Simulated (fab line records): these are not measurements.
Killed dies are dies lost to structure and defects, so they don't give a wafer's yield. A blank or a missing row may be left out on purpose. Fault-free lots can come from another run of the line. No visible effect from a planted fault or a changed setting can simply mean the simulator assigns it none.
fab line records | flow sky130
[record] lots = 12 wafers = 35 last_day = 50
route steps=708 shown SD_N@356 CONTACT@429 METAL1@438 PAD_OPEN@708
lots that met no fault: from a run of the same line without faults
start_h: the number of hours between the record's first day and the start of the first shown wafer of the lot | wait_h: how many hours have passed since the lot's step before this one | " unchanged from the row above | L1.1+2: one row covering several wafers at once | - no value, or no start was given | * or withheld: withheld | < > ~ a bound
route shown NAME@n: NAME is a module with steps in the file, n the number in the route of the first one | usual: the fault-free wafers' mean and standard deviation | same: alike in all rows | chamber/n: place in a boat | sites: each site's reading | _std_site: the values' standard deviation | _edge_site: mean of outer sites minus mean of inner sites | radius_mm: how far each site lies from the wafer's centre | mask NAME#n: copy n | behind: the most recent tool/chamber to have shaped the wafer | hold: the reason the lot was held/the length of the hold in hours/how it ended | device: transistor that didn't switch, given as n, p or np | end of line: tests run on the same wafers once the route is complete | a step with no rows: only its recipe | killed: not the wafer's yield, but the dies lost to structure and defects at the first sort | map: dies across one wafer; x = killed, . = not, _ = none there
set.NAME: the setting as run; set.NAME@STEP: as run at that earlier step | model.NAME: the simulator's own value behind a step, which no gauge read
steps of the route over a sample of lots; a table a step, a row a wafer
services: when a tool's chamber went out of use (start_h, in hours from the record's first day, below 0 if earlier), for how many hours, and the reason
[[steps]]
[step SKY_SD_N_RTA_14]
[recipe] temp_c = 1075 time_s = 2 idle_temp_c = 650 ramp_up_c_per_s = 150 ramp_down_c_per_s = 90 ambient = N2
[usual] lamp_power_pct = 15.74/0.058 wafer_temp_C_max = 1077.9/1.2
[same] time_s = 2
// columns lot.wafer tool chamber start_h wait_h lamp_power_pct wafer_temp_C_max
L648.2 rtp_anneal-01 0 639.79 0.0 15.71 1075.7
L648.4 " 0 " " 15.78 1077.3
L648.5 " 0 " " 15.74 1077.0
L649.1 rtp_anneal-02 0 648.65 0.0 15.63 1079.0
L649.4 " 0 " " 15.66 1079.5
L649.5 " 0 " " 15.73 1076.1
L650.3 rtp_anneal-01 0 667.07 0.0 15.67 1079.1
L650.4 " 0 " " 15.70 1076.5
L650.6 " 0 " " 15.80 1077.7
L651.1 rtp_anneal-02 0 668.95 0.0 15.68 1078.5
L651.2 " 0 " " 15.78 1077.2
L651.4 " 0 " " 15.71 1077.6
L659.2 rtp_anneal-02 0 741.43 0.0 15.74 1078.7
L659.4 " 0 " " 15.84 1076.4
L659.5 " 0 " " 15.73 1076.9
L660.4 rtp_anneal-01 0 750.63 0.0 15.73 1078.1
L660.5 " 0 " " 15.60 1077.0
L661.2 rtp_anneal-02 0 751.44 0.0 15.72 1078.2
L661.3 " 0 " " 15.69 1077.2
L661.5 " 0 " " 15.76 1077.8
L662.1 rtp_anneal-01 0 765.08 0.0 15.66 1079.4
L662.4 " 0 " " 15.72 1079.0
L662.5 " 0 " " 15.67 1078.7
L664.2 rtp_anneal-01 0 772.55 0.0 15.69 1076.6
L664.4 " 0 " " 15.77 1078.5
L664.6 " 0 " " 15.78 1078.2
L669.1 rtp_anneal-02 0 822.08 0.0 15.74 1076.4
L669.4 " 0 " " 15.65 1076.9
L669.5 " 0 " " 15.78 1077.2
L670.3 rtp_anneal-01 0 823.97 0.0 15.84 1076.7
L670.5 " 0 " " 15.83 1077.4
L670.6 " 0 " " 15.64 1080.6
L671.1 rtp_anneal-02 0 829.77 0.0 15.77 1077.3
L671.3 " 0 " " 15.80 1079.4
L671.5 " 0 " " 15.77 1078.5
[step SKY_CONTACT_SPUTTER_23]
[recipe] material = TiN target_thk_nm = 20 chamber_pressure_pa = 5 power_w = 4000 time_s = 80
[usual] cathode_dc_power_W = 4000.0/0.75 throttle_valve_pct = 29.6/1.1
[same] time_s = 80
// columns lot.wafer tool chamber start_h wait_h cathode_dc_power_W throttle_valve_pct
L648.2 pvd_sputter-03 - 729.84 0.0 4000.6 29.3
L648.4 " - " " 3999.1 30.0
L648.5 " - " " 4000.0 30.2
L649.1 pvd_sputter-03 - 738.18 0.0 3999.0 28.5
L649.4 " - " " 3999.8 30.1
L649.5 " - " " 4001.4 29.4
L650.3 pvd_sputter-01 - 756.20 0.0 3999.8 30.1
L650.4 " - " " 4000.9 29.2
L650.6 " - " " 3999.4 27.2
L651.1 pvd_sputter-01 - 757.27 0.0 3999.7 29.9
L651.2 " - " " 3999.8 29.2
L651.4 " - " " 4000.1 30.9
L659.2 pvd_sputter-01 - 825.73 0.0 3999.8 29.9
L659.4 " - " " 3999.8 28.9
L659.5 " - " " 3999.3 31.0
L660.4 pvd_sputter-03 - 834.43 0.0 4000.8 30.3
L660.5 " - " " 3998.9 28.2
L661.2 pvd_sputter-01 - 835.30 0.0 4000.3 27.4
L661.3 " - " " 4000.7 31.1
L661.5 " - " " 3999.9 29.1
L662.1 pvd_sputter-03 - 849.39 0.0 3999.3 30.0
L662.4 " - " " 3999.5 29.3
L662.5 " - " " 4000.0 30.0
L664.2 pvd_sputter-02 - 855.95 0.0 4001.7 30.9
L664.4 " - " " 4001.1 29.9
L664.6 " - " " 3999.1 29.6
L669.1 pvd_sputter-03 - 904.23 0.0 4000.5 30.3
L669.4 " - " " 4000.6 29.4
L669.5 " - " " 4000.4 30.2
L670.3 pvd_sputter-02 - 907.83 0.0 3999.8 29.3
L670.5 " - " " 3999.7 31.2
L670.6 " - " " 3999.7 29.9
L671.1 pvd_sputter-02 - 912.94 0.0 3999.6 30.9
L671.3 " - " " 3998.9 29.0
L671.5 " - " " 3999.1 28.9
[step SKY_CONTACT_CVD_24]
[recipe] material = W target_thk_nm = 340 time_s = 102.12 temp_c = 400 pressure_torr = 40
[usual] heater_power_w = 832/40
// columns lot.wafer tool chamber start_h wait_h heater_power_w
L648.2 cvd_w-01 1 729.90 0.0 754
L648.4 " 1 " " 777
L648.5 " 1 " " 775
L649.1 cvd_w-01 0 738.24 0.0 846
L649.4 " 1 " " 771
L649.5 " 1 " " 784
L650.3 cvd_w-02 1 756.30 0.1 859
L650.4 " 0 " " 864
L650.6 " 1 " " 878
L651.1 cvd_w-01 0 757.33 0.0 828
L651.2 " 1 " " 795
L651.4 " 1 " " 782
L659.2 cvd_w-01 0 825.79 0.0 851
L659.4 " 0 " " 844
L659.5 " 0 " " 852
L660.4 cvd_w-01 0 834.53 0.1 838
L660.5 " 1 " " 784
L661.2 cvd_w-02 0 835.37 0.0 864
L661.3 " 0 " " 845
L661.5 " 1 " " 871
L662.1 cvd_w-02 0 849.45 0.0 844
L662.4 " 0 " " 854
L662.5 " 1 " " 893
L664.2 cvd_w-02 1 856.01 0.0 889
L664.4 " 0 " " 854
L664.6 " 1 " " 877
L669.1 cvd_w-01 1 904.29 0.0 775
L669.4 " 1 " " 783
L669.5 " 1 " " 785
L670.3 cvd_w-01 0 907.94 0.1 855
L670.5 " 0 " " 827
L670.6 " 1 " " 780
L671.1 cvd_w-01 1 913.00 0.0 752
L671.3 " 1 " " 758
L671.5 " 0 " " 840
[step SKY_CONTACT_RS_MEAS_25]
[recipe] thk_meas_gauge = four-point-probe reads = W_of_CONTACT_CVD_24+TiN_of_CONTACT_SPUTTER_23
[usual] CONTACT_W_RS = 0.340/0.0039
// columns lot.wafer tool chamber start_h wait_h CONTACT_W_RS[ohm/sq]
L648.2 film_metro-01 - 730.03 0.1 0.343
L648.4 " - " " 0.341
L648.5 " - " " 0.344
L649.1 film_metro-01 - 738.35 0.1 0.338
L649.4 " - " " 0.340
L649.5 " - " " 0.336
L650.3 film_metro-04 - 756.42 0.1 0.337
L650.4 " - " " 0.337
L650.6 " - " " 0.337
L651.1 film_metro-01 - 757.45 0.1 0.348
L651.2 " - " " 0.339
L651.4 " - " " 0.340
L659.2 film_metro-02 - 825.92 0.1 0.344
L659.4 " - " " 0.338
L659.5 " - " " 0.371
L660.4 film_metro-04 - 834.66 0.1 0.343
L660.5 " - " " 0.371
L661.2 film_metro-02 - 835.50 0.1 0.338
L661.3 " - " " 0.337
L661.5 " - " " 0.335
L662.1 film_metro-04 - 849.56 0.1 0.330
L662.4 " - " " 0.332
L662.5 " - " " 0.332
L664.2 film_metro-01 - 856.14 0.1 0.332
L664.4 " - " " 0.332
L664.6 " - " " 0.333
L669.1 film_metro-01 - 904.40 0.1 0.345
L669.4 " - " " 0.345
L669.5 " - " " 0.344
L670.3 film_metro-02 - 908.05 0.1 0.345
L670.5 " - " " 0.339
L670.6 " - " " 0.343
L671.1 film_metro-02 - 913.11 0.1 0.346
L671.3 " - " " 0.342
L671.5 " - " " 0.345
[step SKY_CONTACT_THK_MEAS_26]
[recipe] thk_meas_gauge = xrf reads = W_of_CONTACT_CVD_24
[usual] CONTACT_W_THK = 341/5
// columns lot.wafer tool chamber start_h wait_h CONTACT_W_THK[nm]
L648.2 film_metro-01 - 730.14 0.1 336
L648.4 " - " " 338
L648.5 " - " " 335
L649.1 film_metro-01 - 738.47 0.1 340
L649.4 " - " " 340
L649.5 " - " " 344
L650.3 film_metro-04 - 756.52 0.1 345
L650.4 " - " " 346
L650.6 " - " " 346
L651.1 film_metro-01 - 757.57 0.1 333
L651.2 " - " " 339
L651.4 " - " " 339
L659.2 film_metro-02 - 826.03 0.1 341
L659.4 " - " " 349
L659.5 " - " " 316
L660.4 film_metro-04 - 834.75 0.1 334
L660.5 " - " " 310
L661.2 film_metro-02 - 835.61 0.1 349
L661.3 " - " " 349
L661.5 " - " " 350
L662.1 film_metro-04 - 849.68 0.1 350
L662.4 " - " " 348
L662.5 " - " " 348
L664.2 film_metro-01 - 856.25 0.1 346
L664.4 " - " " 346
L664.6 " - " " 344
L669.1 film_metro-01 - 904.52 0.1 338
L669.4 " - " " 339
L669.5 " - " " 341
L670.3 film_metro-02 - 908.15 0.1 346
L670.5 " - " " 350
L670.6 " - " " 347
L671.1 film_metro-02 - 913.23 0.1 339
L671.3 " - " " 344
L671.5 " - " " 341
[step SKY_METAL1_SPUTTER_04]
[recipe] material = TiN target_thk_nm = 70 power_w = 6500 time_s = 58.3 chamber_pressure_pa = 0.4
[usual] cathode_dc_power_W = 6500.0/1.2 throttle_valve_pct = 29.7/0.77
[same] time_s = 58.3
// columns lot.wafer tool chamber start_h wait_h cathode_dc_power_W throttle_valve_pct
L648.2 pvd_sputter-04 - 730.58 0.0 6499.3 30.6
L648.4 " - " " 6499.7 29.6
L648.5 " - " " 6500.1 29.5
L649.1 pvd_sputter-04 - 738.92 0.0 6500.5 28.7
L649.4 " - " " 6500.3 29.5
L649.5 " - " " 6498.1 29.5
L650.3 pvd_sputter-03 - 756.95 0.0 6501.4 30.5
L650.4 " - " " 6501.6 28.2
L650.6 " - " " 6499.6 29.3
L651.1 pvd_sputter-04 - 758.02 0.0 6499.9 29.6
L651.2 " - " " 6498.1 29.6
L651.4 " - " " 6498.6 28.7
L659.2 pvd_sputter-03 - 826.47 0.0 6502.3 28.4
L659.4 " - " " 6501.2 30.4
L659.5 " - " " 6499.6 29.4
L660.4 pvd_sputter-04 - 835.17 0.0 6501.5 30.5
L660.5 " - " " 6501.3 30.8
L661.2 pvd_sputter-02 - 836.05 0.0 6499.0 30.8
L661.3 " - " " 6500.3 30.0
L661.5 " - " " 6501.6 30.9
L662.1 pvd_sputter-02 - 850.13 0.0 6498.6 29.7
L662.4 " - " " 6498.7 29.1
L662.5 " - " " 6499.1 31.0
L664.2 pvd_sputter-04 - 856.69 0.0 6499.7 28.9
L664.4 " - " " 6499.9 29.4
L664.6 " - " " 6498.4 29.2
L669.1 pvd_sputter-02 - 904.97 0.0 6500.0 29.2
L669.4 " - " " 6498.0 29.6
L669.5 " - " " 6499.0 29.2
L670.3 pvd_sputter-03 - 908.58 0.0 6497.6 29.2
L670.5 " - " " 6500.6 28.5
L670.6 " - " " 6501.6 30.4
L671.1 pvd_sputter-03 - 915.82 0.0 6499.2 30.1
L671.3 " - " " 6499.4 30.5
L671.5 " - " " 6501.0 28.3
[step SKY_PAD_OPEN_PROBE_99]
[usual] killed_at_M0_to_M3 = 42/7.7 killed_at_M4_up = 3.1/1.9 killed_at_contacts = 24/4.9 killed_at_front_end = 15/4.6 killed_at_other = 0.3/0.51 killed_dies = 85/9.9 killed_on_rim = 17/4.1 killed_open = 47/7.1 killed_short = 38/6.7
[same] gross_dies = 492 killed_at_back_side = 0
// columns lot.wafer tool chamber start_h wait_h killed_at_M0_to_M3 killed_at_M4_up killed_at_contacts killed_at_front_end killed_at_other killed_dies killed_on_rim killed_open killed_short
L664.2 prober-01 - 1166.01 0.1 48 2 28 13 0 91 17 46 45
L664.4 prober-01 - 1166.11 0.2 40 3 26 12 1 82 14 47 35
L664.6 prober-01 - 1166.21 0.2 31 1 29 16 0 77 14 41 36
// killed by level:class
L664.2 VIA1:geometric_particle:open=9 VIA3:geometric_particle:open=9 LOCAL_INTERCONNECT:geometric_particle:short=7 CONTACT:geometric_particle:open=7 CONTACT:geometric_particle:short=7 VIA2:geometric_particle:open=7 LI_CONTACT:geometric_particle:open=6 METAL1:geometric_particle:short=6
L664.4 CONTACT:geometric_particle:open=11 VIA1:geometric_particle:open=9 POLY_GATE:geometric_particle:open=6 LI_CONTACT:geometric_particle:open=5 LOCAL_INTERCONNECT:geometric_particle:short=5 METAL1:geometric_particle:short=5 METAL2:geometric_particle:short=5 VIA3:geometric_particle:open=5
L664.6 CONTACT:geometric_particle:open=10 VIA1:geometric_particle:open=10 CONTACT:geometric_particle:short=8 VIA3:geometric_particle:open=8 FIELD_ISO:geometric_particle:open=5 VIA1:geometric_particle:short=5 LI_CONTACT:geometric_particle:open=4 METAL1:geometric_particle:short=4
[[services]]
// columns tool chamber start_h hours kind
pvd_sputter-02 - 667.68 1.6 repair
pvd_sputter-03 - 674.88 2.9 repair
cvd_w-02 0 715.05 3.9 repair
pvd_sputter-02 - 722.66 1.8 repair
pvd_sputter-02 - 745.24 4.7 repair
pvd_sputter-03 - 801.41 1.7 repair
rtp_anneal-01 - 837.23 65.3 pm
cvd_w-02 - 850.45 0.5 repair
pvd_sputter-03 - 858.67 1.6 repair
pvd_sputter-01 - 872.07 2.3 repair
cvd_w-02 - 904.00 14.0 pm
cvd_w-02 0 904.00 14.0 vent_cycle
cvd_w-02 1 904.00 14.0 vent_cycle
pvd_sputter-03 - 906.77 1.2 repair
[[key]]
[first_sign] step = SKY_CONTACT_RS_MEAS_25 reading = CONTACT_W_RS direction = up sigmas = 8 usual = 0.340 struck = 0.371
[effect] step = SKY_CONTACT_THK_MEAS_26 reading = CONTACT_W_THK direction = down sigmas = 5.6 usual = 341 struck = 313
met_at SKY_CONTACT_CVD_24
struck_lots L659,L660
struck_wafers L659.5,L660.5
tester_left_out L659,L660
not_acting_at SKY_SD_N_RTA_14,SKY_CONTACT_SPUTTER_23,SKY_METAL1_SPUTTER_04
onset_between 757.33 825.79
[fault] kind = process_parameter_drift tool = cvd_w-01 chamber = - onset_h = 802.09 steps = SKY_CONTACT_CVD_24 channel = target_thk_nm offset = -27.483 shape = step end_h = 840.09 scope = struck_wafers_only acts_in = these_recipes_only stated = 340
// tester_left_out: of these lots the tester's yield and bins aren't shown, on N5 and GAA mostly nor the transistor test; their killed dies are dies lost to structure and defects alone, not to doping, threshold or leakage, so they don't give the yield
